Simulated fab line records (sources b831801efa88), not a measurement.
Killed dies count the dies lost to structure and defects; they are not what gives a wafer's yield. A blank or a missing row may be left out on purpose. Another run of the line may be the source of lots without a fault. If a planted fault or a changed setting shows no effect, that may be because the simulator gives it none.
Chamber matching    flow sky130    SKY_SPACER_ETCHBACK_02 on rie-diel-03: 4 sister chambers
The step etches Si3N4 in CH3F/O2, stops on SiO2, time 46.7 s, target depth 45 nm. 14 wafers are shown with their chamber, then 7 later ones without.

== WAFERS, EACH WITH ITS CHAMBER ==
wafer   chamber  drypump-motor-current-A (A)  oes-product-au (a.u.)  throttle-valve-pct (%)
L074.2  0        5.6                          0.858                  10.559
L074.4  3        5.9                          0.846                  10.556
L074.5  2        6.3                          0.847                  10.562
L078.2  1        5.6                          0.859                  10.554
L078.3  2        6.3                          0.862                  10.567
L078.4  3        5.9                          0.858                  10.557
L084.2  3        5.9                          0.848                  10.562
L084.4  1        5.5                          0.855                  10.550
L084.6  3        5.9                          0.858                  10.569
L086.1  3        5.9                          0.853                  10.565
L086.4  0        5.6                          0.847                  10.549
L086.6  1        5.6                          0.854                  10.583
L087.1  3        5.9                          0.854                  10.564
L087.5  0        5.6                          0.846                  10.567

SIGNATURES (averages over the wafers above)
reading                  chamber 0  chamber 1  chamber 2  chamber 3  scatter within a chamber
drypump-motor-current-A  5.600      5.567      6.300      5.900      0.0258
oes-product-au           0.85033    0.85600    0.85450    0.85283    0.00583
throttle-valve-pct       10.55833   10.56233   10.56450   10.56217   0.00973
Rule: a wafer's distance from a chamber is the root of the sum, over the readings, of the square of ((its reading less the chamber's mean) divided by the reading's scatter). The wafer belongs to the nearest chamber; if the next one is less than 2 further off, it can't be placed. The scatter: take each reading less its chamber's mean, square it, sum over the shown wafers, divide by the number of wafers less the number of chambers, and take the root.

== WAFERS MISSING THEIR CHAMBER ==
wafer   drypump-motor-current-A (A)  oes-product-au (a.u.)  throttle-valve-pct (%)
L087.6  5.5                          0.852                  10.572
L091.1  5.9                          0.853                  10.561
L091.3  6.3                          0.848                  10.560
L091.6  5.5                          0.853                  10.573
L093.3  5.6                          0.862                  10.561
L093.4  5.6                          0.855                  10.561
L093.6  5.6                          0.844                  10.560

== EACH ONE'S CHAMBER ==
wafer   from the rows above      in truth
L087.6  can't be placed: 1 or 0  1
L091.1  3                        3
L091.3  2                        2
L091.6  can't be placed: 1 or 0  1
L093.3  can't be placed: 1 or 0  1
L093.4  can't be placed: 0 or 1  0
L093.6  can't be placed: 0 or 1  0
Correct placement for 2 of the 7. Unplaceable from these rows: 5, with the true chamber sitting among the candidates in 5. Placed wrongly: 0.
